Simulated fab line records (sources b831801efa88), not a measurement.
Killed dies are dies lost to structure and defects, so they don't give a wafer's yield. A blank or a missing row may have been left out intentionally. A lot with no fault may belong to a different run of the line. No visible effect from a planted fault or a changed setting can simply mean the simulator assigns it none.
What tool caused it? / flow sky130 / 12 lots with 36 wafers sampled at 4 steps, on a route of 708 steps

== WHAT EACH GAUGE READ, for each wafer ==
SKY_PAD_OPEN_BOW_MEAS_13.
lot=L998; measured=day 46 05:19; on=film_metro-01; PAD_OPEN_BOW (um)=60 52 52
lot=L999; measured=day 46 07:15; on=film_metro-01; PAD_OPEN_BOW (um)=39 41 44
lot=L100; measured=day 46 10:26; on=film_metro-04; PAD_OPEN_BOW (um)=49 50 44
lot=L101; measured=day 46 11:21; on=film_metro-04; PAD_OPEN_BOW (um)=38 43 45
lot=L104; measured=day 47 07:29; on=film_metro-02; PAD_OPEN_BOW (um)=42 53 47
lot=L103; measured=day 47 09:12; on=film_metro-02; PAD_OPEN_BOW (um)=41 47 37
lot=L105; measured=day 47 12:47; on=film_metro-04; PAD_OPEN_BOW (um)=47 49 47
lot=L106; measured=day 47 17:04; on=film_metro-04; PAD_OPEN_BOW (um)=58 66 60
lot=L112; measured=day 49 05:19; on=film_metro-02; PAD_OPEN_BOW (um)=32 32 33
lot=L115; measured=day 49 17:28; on=film_metro-02; PAD_OPEN_BOW (um)=70 64 56
lot=L118; measured=day 50 09:40; on=film_metro-01; PAD_OPEN_BOW (um)=36 42 47
lot=L120; measured=day 50 15:52; on=film_metro-02; PAD_OPEN_BOW (um)=43 34 39

== EACH LOT AND THE TOOL THAT RAN IT (in order: tool; ch and the chambers of the sampled wafers; start) ==
lot=L998; SKY_METAL1_SPUTTER_04=pvd_sputter-01, day 32 04:39; SKY_VIA3_ETCH_15=rie_diel-02 ch 1,2,3, day 40 03:17; SKY_METAL4_ETCH_17=rie_diel-03 ch 0,2,3, day 42 05:43
lot=L999; SKY_METAL1_SPUTTER_04=pvd_sputter-01, day 32 07:59; SKY_VIA3_ETCH_15=rie_diel-01 ch 0,1,2, day 40 07:43; SKY_METAL4_ETCH_17=rie_diel-03 ch 0,1,2, day 42 09:55
lot=L100; SKY_METAL1_SPUTTER_04=pvd_sputter-02, day 32 12:14; SKY_VIA3_ETCH_15=rie_diel-01 ch 0,1,2, day 40 09:20; SKY_METAL4_ETCH_17=rie_diel-04 ch 0,1,3, day 42 11:03
lot=L101; SKY_METAL1_SPUTTER_04=pvd_sputter-03, day 32 15:16; SKY_VIA3_ETCH_15=rie_diel-02 ch 1,2, day 40 11:46; SKY_METAL4_ETCH_17=rie_diel-04 ch 1,2,3, day 42 13:46
lot=L104; SKY_METAL1_SPUTTER_04=pvd_sputter-02, day 33 16:25; SKY_VIA3_ETCH_15=rie_diel-01 ch 0,3, day 41 09:44; SKY_METAL4_ETCH_17=rie_diel-04 ch 0,1, day 43 11:37
lot=L103; SKY_METAL1_SPUTTER_04=pvd_sputter-02, day 33 18:17; SKY_VIA3_ETCH_15=rie_diel-01 ch 0,2,3, day 41 11:49; SKY_METAL4_ETCH_17=rie_diel-04 ch 1,2, day 43 12:59
lot=L105; SKY_METAL1_SPUTTER_04=pvd_sputter-03, day 33 22:22; SKY_VIA3_ETCH_15=rie_diel-04 ch 0,1,2, day 41 16:52; SKY_METAL4_ETCH_17=rie_diel-04 ch 0,2, day 43 17:12
lot=L106; SKY_METAL1_SPUTTER_04=pvd_sputter-02, day 34 05:28; SKY_VIA3_ETCH_15=rie_diel-01 ch 1,2, day 42 00:10; SKY_METAL4_ETCH_17=rie_diel-04 ch 0,2, day 43 23:28
lot=L112; SKY_METAL1_SPUTTER_04=pvd_sputter-01, day 36 05:46; SKY_VIA3_ETCH_15=rie_diel-02 ch 0,3, day 43 17:41; SKY_METAL4_ETCH_17=rie_diel-01 ch 0,1, day 45 16:02
lot=L115; SKY_METAL1_SPUTTER_04=pvd_sputter-01, day 37 01:15; SKY_VIA3_ETCH_15=rie_diel-02 ch 0,2,3, day 44 11:28; SKY_METAL4_ETCH_17=rie_diel-03 ch 0,3, day 46 09:05
lot=L118; SKY_METAL1_SPUTTER_04=pvd_sputter-02, day 38 01:38; SKY_VIA3_ETCH_15=rie_diel-02 ch 0,2, day 45 08:07; SKY_METAL4_ETCH_17=rie_diel-04 ch 0,3, day 47 03:42
lot=L120; SKY_METAL1_SPUTTER_04=pvd_sputter-02, day 38 11:02; SKY_VIA3_ETCH_15=rie_diel-02 ch 1,2, day 45 16:04; SKY_METAL4_ETCH_17=rie_diel-03 ch 1,3, day 47 11:11
- SKY_METAL1_SPUTTER_04: material TiN, target thk 70 nm, time 58.3 s.
- SKY_VIA3_ETCH_15: etches SiO2 in C4F8/O2/Ar, stops on TiN, target depth 507 nm, time 78 s.
- SKY_METAL4_ETCH_17: etches SiO2 in C4F8/O2/Ar, stops on TiN, time 3.9 s, target depth 15 nm.

== AS READ BY THE TOOLS THEMSELVES (means over the sampled wafers that have a number; for cases with no such wafer, the mark the record gives instead) ==
SKY_METAL1_SPUTTER_04.
lot=L998; tool=pvd_sputter-01; throttle_valve_pct (%)=31.1
lot=L999; tool=pvd_sputter-01; throttle_valve_pct (%)=31.2
lot=L100; tool=pvd_sputter-02; throttle_valve_pct (%)=28.7
lot=L101; tool=pvd_sputter-03; throttle_valve_pct (%)=30.0
lot=L104; tool=pvd_sputter-02; throttle_valve_pct (%)=29.8
lot=L103; tool=pvd_sputter-02; throttle_valve_pct (%)=28.8
lot=L105; tool=pvd_sputter-03; throttle_valve_pct (%)=30.5
lot=L106; tool=pvd_sputter-02; throttle_valve_pct (%)=29.7
lot=L112; tool=pvd_sputter-01; throttle_valve_pct (%)=30.9
lot=L115; tool=pvd_sputter-01; throttle_valve_pct (%)=30.8
lot=L118; tool=pvd_sputter-02; throttle_valve_pct (%)=28.7
lot=L120; tool=pvd_sputter-02; throttle_valve_pct (%)=29.9

SKY_VIA3_ETCH_15.
lot=L998; tool=rie_diel-02; oes_product_au (a.u.)=0.943
lot=L999; tool=rie_diel-01; oes_product_au (a.u.)=0.948
lot=L100; tool=rie_diel-01; oes_product_au (a.u.)=0.943
lot=L101; tool=rie_diel-02; oes_product_au (a.u.)=0.949
lot=L104; tool=rie_diel-01; oes_product_au (a.u.)=0.947
lot=L103; tool=rie_diel-01; oes_product_au (a.u.)=0.946
lot=L105; tool=rie_diel-04; oes_product_au (a.u.)=0.948
lot=L106; tool=rie_diel-01; oes_product_au (a.u.)=0.945
lot=L112; tool=rie_diel-02; oes_product_au (a.u.)=0.947
lot=L115; tool=rie_diel-02; oes_product_au (a.u.)=0.942
lot=L118; tool=rie_diel-02; oes_product_au (a.u.)=0.950
lot=L120; tool=rie_diel-02; oes_product_au (a.u.)=0.943

SKY_METAL4_ETCH_17.
lot=L998; tool=rie_diel-03; oes_product_au (a.u.)=0.754
lot=L999; tool=rie_diel-03; oes_product_au (a.u.)=0.745
lot=L100; tool=rie_diel-04; oes_product_au (a.u.)=0.761
lot=L101; tool=rie_diel-04; oes_product_au (a.u.)=0.751
lot=L104; tool=rie_diel-04; oes_product_au (a.u.)=0.749
lot=L103; tool=rie_diel-04; oes_product_au (a.u.)=0.757
lot=L105; tool=rie_diel-04; oes_product_au (a.u.)=0.762
lot=L106; tool=rie_diel-04; oes_product_au (a.u.)=0.759
lot=L112; tool=rie_diel-01; oes_product_au (a.u.)=0.752
lot=L115; tool=rie_diel-03; oes_product_au (a.u.)=0.747
lot=L118; tool=rie_diel-04; oes_product_au (a.u.)=0.757
lot=L120; tool=rie_diel-03; oes_product_au (a.u.)=0.751

== THE ANSWER, worked out from the rows above alone ==
Rule: usual is defined by the lots themselves. Put in order of their means at a reading, lots are off if they are a third of the lots or fewer, leave a main group of 4 or more, and stand apart from it by a gap of 3 or more times the standard deviation of the main group's means; of several such gaps the widest counts. If all means in a main group match to the digits the tables above print for the reading, that group is not used. Also off: a lot with no number at a reading for which 4 or more lots have one. The other lots that the step has rows for count as sound. After the gauges, taken in route order, come the tools' own readings; for these a lot's mean is taken, as printed above. At the first step where some lot is off, the reading lying furthest off is the one used; lots without a number count as furthest.
No lot is off at any reading shown: from this, nothing can be told.

== WHAT THE SIMULATOR PUT IN ==
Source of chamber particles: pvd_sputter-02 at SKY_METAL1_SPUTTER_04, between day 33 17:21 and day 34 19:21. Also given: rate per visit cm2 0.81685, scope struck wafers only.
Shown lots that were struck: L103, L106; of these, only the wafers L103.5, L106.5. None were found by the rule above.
